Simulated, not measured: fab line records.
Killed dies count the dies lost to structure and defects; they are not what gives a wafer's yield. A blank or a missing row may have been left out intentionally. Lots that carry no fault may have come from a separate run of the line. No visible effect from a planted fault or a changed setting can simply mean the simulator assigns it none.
Which tool is to blame? | flow gf180mcu | 39 wafers from 13 lots sampled at 5 of the route's 602 steps

== WHAT THE GAUGES SHOWED, per wafer ==
GF_V5_THK_MEAS_01. Usual: V5_CVD_00_THK typically reads 301 nm, with standard deviation 3.5.
lot  | measured     | on           | V5_CVD_00_THK (nm) | flag
L559 | day 25 16:53 | filmMetro-01 | 305 298 301        | 
L560 | day 26 11:58 | filmMetro-04 | 299 300 302        | 
L563 | day 27 03:41 | filmMetro-03 | 300 301 302        | 
L564 | day 29 09:10 | filmMetro-01 | 305 303 305        | 
L565 | day 29 12:03 | filmMetro-03 | 303 302 302        | 
L566 | day 29 12:37 | filmMetro-03 | 305 300 304        | 
L570 | day 29 19:11 | filmMetro-01 | 299 298 300        | 
L571 | day 30 06:24 | filmMetro-04 | 261 254 253        | OFF
L573 | day 31 00:44 | filmMetro-01 | 302 305 302        | 
L575 | day 31 13:49 | filmMetro-04 | 249 250 252        | OFF
L577 | day 32 11:00 | filmMetro-01 | 308 307 307        | 
L579 | day 32 17:35 | filmMetro-01 | 304 301 302        | 
L580 | day 33 03:43 | filmMetro-01 | 303 302 303        | 

GF_V5_RS_MEAS_24: a four-point-probe measurement. Usual: V5_W_RS typically reads 0.326 ohm/sq, with standard deviation 0.0052.
lot  | measured     | on           | V5_W_RS (ohm/sq)  | flag
L559 | day 26 14:05 | filmMetro-01 | 0.326 0.326 0.325 | 
L560 | day 27 09:25 | filmMetro-04 | 0.329 0.318 0.318 | 
L563 | day 28 01:43 | filmMetro-04 | 0.320 0.323 0.318 | 
L564 | day 30 05:11 | filmMetro-03 | 0.327 0.333 0.331 | 
L565 | day 30 08:29 | filmMetro-01 | 0.332 0.330 0.326 | 
L566 | day 30 09:15 | filmMetro-01 | 0.334 0.330 0.330 | 
L570 | day 30 15:02 | filmMetro-01 | 0.318 0.329 0.316 | 
L571 | day 31 01:07 | filmMetro-04 | 0.323 0.316 0.314 | 
L573 | day 31 20:22 | filmMetro-03 | 0.320 0.319 0.327 | 
L575 | day 32 08:50 | filmMetro-01 | 0.322 0.322 0.331 | 
L577 | day 33 04:52 | filmMetro-01 | 0.324 0.332 0.323 | 
L579 | day 33 10:34 | filmMetro-04 | 0.331 0.335 0.321 | 
L580 | day 33 21:16 | filmMetro-01 | 0.328 0.330 0.333 | 

== EACH LOT AND THE TOOL THAT RAN IT (in order: tool; ch and the chambers of the sampled wafers; start) ==
lot  | GF_M3_SPUTTER_04            | GF_M4_SPUTTER_00            | GF_V5_CVD_00
L559 | pvdSputter-02, day 19 16:33 | pvdSputter-03, day 21 20:05 | hdpcvd-01 ch 0,1,2, day 25 16:50
L560 | pvdSputter-01, day 20 14:38 | pvdSputter-01, day 22 17:47 | hdpcvd-02 ch 0,2, day 26 11:55
L563 | pvdSputter-02, day 21 08:35 | pvdSputter-02, day 23 11:07 | hdpcvd-01 ch 0,1, day 27 03:38
L564 | pvdSputter-02, day 24 01:02 | pvdSputter-02, day 25 22:20 | hdpcvd-02 ch 0,1,2, day 29 09:07
L565 | pvdSputter-04, day 24 04:40 | pvdSputter-02, day 26 01:08 | hdpcvd-02 ch 0,1,2, day 29 12:01
L566 | pvdSputter-02, day 24 05:58 | pvdSputter-02, day 26 02:59 | hdpcvd-02 ch 0,1,2, day 29 12:33
L570 | pvdSputter-01, day 24 13:14 | pvdSputter-03, day 26 09:53 | hdpcvd-01 ch 1,2, day 29 19:08
L571 | pvdSputter-02, day 25 01:39 | pvdSputter-01, day 26 22:07 | hdpcvd-01 ch 1,2, day 30 06:22
L573 | pvdSputter-04, day 25 23:08 | pvdSputter-02, day 27 18:14 | hdpcvd-02 ch 1,2, day 31 00:41
L575 | pvdSputter-01, day 26 14:43 | pvdSputter-02, day 28 09:15 | hdpcvd-01 ch 1,2, day 31 13:46
L577 | pvdSputter-04, day 27 15:13 | pvdSputter-02, day 29 07:23 | hdpcvd-02 ch 0,1,2, day 32 10:56
L579 | pvdSputter-01, day 27 23:29 | pvdSputter-02, day 29 15:01 | hdpcvd-02 ch 0,1,2, day 32 17:32
L580 | pvdSputter-02, day 28 10:30 | pvdSputter-03, day 30 01:45 | hdpcvd-02 ch 0,1, day 33 03:40
- GF_M3_SPUTTER_04: material TiN, target thk 50 nm, time 41.7 s.
- GF_M4_SPUTTER_00: material Ti, target thk 37.5 nm, time 150 s.
- GF_V5_CVD_00: deposits SiO2, target thk 300 nm, time 50 s.

== WHAT THE TOOLS THEMSELVES READ (means of the sampled wafers that have a number; where no wafer has one, the mark that the record gives instead) ==
GF_M3_SPUTTER_04. Usual: 29.9 % for throttleValvePct, sd 0.63.
lot  | tool          | throttleValvePct (%) | flag
L559 | pvdSputter-02 | 29.8                 | 
L560 | pvdSputter-01 | 29.1                 | 
L563 | pvdSputter-02 | 29.7                 | 
L564 | pvdSputter-02 | 29.4                 | 
L565 | pvdSputter-04 | 30.6                 | 
L566 | pvdSputter-02 | 30.0                 | 
L570 | pvdSputter-01 | 29.8                 | 
L571 | pvdSputter-02 | 29.9                 | 
L573 | pvdSputter-04 | 30.2                 | 
L575 | pvdSputter-01 | 29.5                 | 
L577 | pvdSputter-04 | 30.1                 | 
L579 | pvdSputter-01 | 29.8                 | 
L580 | pvdSputter-02 | 29.4                 | 

GF_M4_SPUTTER_00. Usual: 29.8 % for throttleValvePct, sd 0.69.
lot  | tool          | throttleValvePct (%) | flag
L559 | pvdSputter-03 | 30.2                 | 
L560 | pvdSputter-01 | 29.3                 | 
L563 | pvdSputter-02 | 29.9                 | 
L564 | pvdSputter-02 | 29.7                 | 
L565 | pvdSputter-02 | 29.9                 | 
L566 | pvdSputter-02 | 29.9                 | 
L570 | pvdSputter-03 | 30.0                 | 
L571 | pvdSputter-01 | 29.4                 | 
L573 | pvdSputter-02 | 29.5                 | 
L575 | pvdSputter-02 | 29.4                 | 
L577 | pvdSputter-02 | 29.5                 | 
L579 | pvdSputter-02 | 29.8                 | 
L580 | pvdSputter-03 | 30.8                 | 

GF_V5_CVD_00. Usual: 60.02 sccm for sih4FlowSccm, sd 0.18.
lot  | tool      | sih4FlowSccm (sccm) | flag
L559 | hdpcvd-01 | 60.22               | 
L560 | hdpcvd-02 | 59.93               | 
L563 | hdpcvd-01 | 60.10               | 
L564 | hdpcvd-02 | 60.02               | 
L565 | hdpcvd-02 | 60.03               | 
L566 | hdpcvd-02 | 59.93               | 
L570 | hdpcvd-01 | 59.96               | 
L571 | hdpcvd-01 | 50.91               | OFF
L573 | hdpcvd-02 | 60.04               | 
L575 | hdpcvd-01 | 51.06               | OFF
L577 | hdpcvd-02 | 59.94               | 
L579 | hdpcvd-02 | 60.11               | 
L580 | hdpcvd-02 | 60.18               | 

== THE ANSWER, worked out from the rows above alone ==
Rule: a lot is off if the mean of its wafers that have a number lies more than 3 standard deviations from the usual mean. Also off: a lot with no number at a reading for which 4 or more lots have one. The other lots that the step has rows for count as sound. After the gauges, taken in route order, come the tools' own readings; for these a lot's mean is taken, as printed above. The first step at which some lot is off is used, and at that step the reading that is off furthest; a lot without a number counts as furthest.
Off: at GF_V5_THK_MEAS_01 (V5_CVD_00_THK), L571, L575.
If a tool, at a process step before that reading, ran all the lots that are off and no sound lot after the first of them, it fits. The gauges at GF_V5_THK_MEAS_01 aren't tried: what is off there is off at GF_V5_CVD_00 too, on other tools, and a gauge's error can't cause that. One fits: hdpcvd-01 at GF_V5_CVD_00. Its last sound lot is L570 (day 29 19:08), its first lot that is off L571 (day 30 06:22): a fault that began between those two fits.
On the lots that are off, the tool's own readings at GF_V5_CVD_00 differ by more than 5 times the standard deviation of the sound lots' means, which bears it out; sih4FlowSccm reads 50.98 sccm there versus 60.04 sccm on the sound lots.

== WHAT WAS PUT IN BY THE SIMULATOR ==
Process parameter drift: hdpcvd-01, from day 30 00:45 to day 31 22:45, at GF_V5_CVD_00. From 60, the setting sih4FlowSccm moved by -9. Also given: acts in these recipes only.
Shown lots that were struck: L571, L575. Same finding as the rule above.
